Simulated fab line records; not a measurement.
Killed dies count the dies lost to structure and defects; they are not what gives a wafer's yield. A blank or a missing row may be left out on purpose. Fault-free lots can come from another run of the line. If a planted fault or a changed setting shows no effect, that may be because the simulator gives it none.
A single fault, viewed from 2 desks    flow gf180mcu    what lay behind the numbers comes last; until then each desk has only its own

## FROM THE METROLOGY DESK
Lot by lot, what the gauges showed, no matter which tool ran the lot: averages of those sampled wafers that carry a number. Marked OUT: a lot whose mean sits more than 4 standard deviations from the usual mean, which makes it out of limits; the brackets give that distance.
Columns: A = POLY_GATE_CVD_00_THK at GF_POLY_GATE_THK_MEAS_01, usual 199.4 nm; B = HV_LDD_CVD_54_THK at GF_HV_LDD_THK_MEAS_55, usual 10.00 nm; C = NSD_TW at GF_NSD_TW_MEAS_12, usual 4291; D = PSD_OVL at GF_PSD_OVL_MEAS_08, usual 0.0 nm; E = NSD_RS at GF_PSD_RS_MEAS_14, usual 46.17 ohm/sq
lot   first seen here  A      B      C                D     E
L985  day 8 08:59      200.7  9.87   4221             0.1   46.10
L992  day 10 12:37     196.9  9.95   4070 (-4.5) OUT  -0.1  51.37 (+60) OUT
L993  day 10 19:39     198.6  9.91   4318             0.1   46.26
L994  day 11 00:56     200.0  10.05  4085 (-4.2) OUT  0.8   51.50 (+61) OUT
L102  day 13 11:42     197.8  9.82   4299             1.2   46.19
L103  day 13 19:35     200.6  10.03  4296             -0.4  46.16
L104  day 14 02:12     199.5  9.92   4293             -0.1  46.05
L105  day 14 07:24     201.5  9.97   4306             1.3   46.13
L106  day 14 12:53     198.5  10.12  4208             -1.2  46.20
L107  day 14 22:50     199.0  9.98   4342             -0.5  46.16
L108  day 15 06:05     203.1  10.07  4202             -0.7  46.12
Finding of this desk: L992, L994 out of limits, first seen on L992 at day 15 16:46 (NSD_TW at GF_NSD_TW_MEAS_12). L985, L993, L102, L103, L104, L105, L106, L107, L108 stayed within limits.

## FOR THE TOOL OWNER'S DESK: implanter-04
The tool's own readings at GF_NSD_IMPLANT_09, given as means over the sampled wafers that have a number, one for each lot that went through this tool. Marked OUT: a lot whose mean sits more than 4 standard deviations from the usual mean, which makes it out of limits; the brackets give that distance.
Columns: A = beam_energy_keV at GF_NSD_IMPLANT_09, usual 60.005
lot   first seen here  A
L985  day 13 03:42     60.017
L992  day 15 16:23     41.659 (-99 or more) OUT
L994  day 16 08:22     41.694 (-99 or more) OUT
L106  day 20 17:03     59.999
L108  day 21 08:39     60.020
This desk's finding: out of limits on L992, L994; first on L992, day 15 16:23 (beam_energy_keV at GF_NSD_IMPLANT_09). L985, L106, L108 stayed within limits.

## TAKEN TOGETHER
The tool owner's desk had the chance to raise an alarm at day 15 16:23 on L992, L994.
L992, L994 would have let the metrology desk raise an alarm at day 15 16:46.
GF_NSD_IMPLANT_09 was run on implanter-04 by each of the lots named.

## WHAT THE SIMULATOR HAD PUT IN
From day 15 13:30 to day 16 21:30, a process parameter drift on implanter-04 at GF_NSD_IMPLANT_09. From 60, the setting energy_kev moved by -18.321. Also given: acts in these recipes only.
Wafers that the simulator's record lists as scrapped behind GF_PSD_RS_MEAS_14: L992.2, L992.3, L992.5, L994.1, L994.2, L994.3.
Lots struck among those shown: L992, L994.
Fault start to first reading out of limits, in hours, per desk: tool owner, 3; metrology, 3.
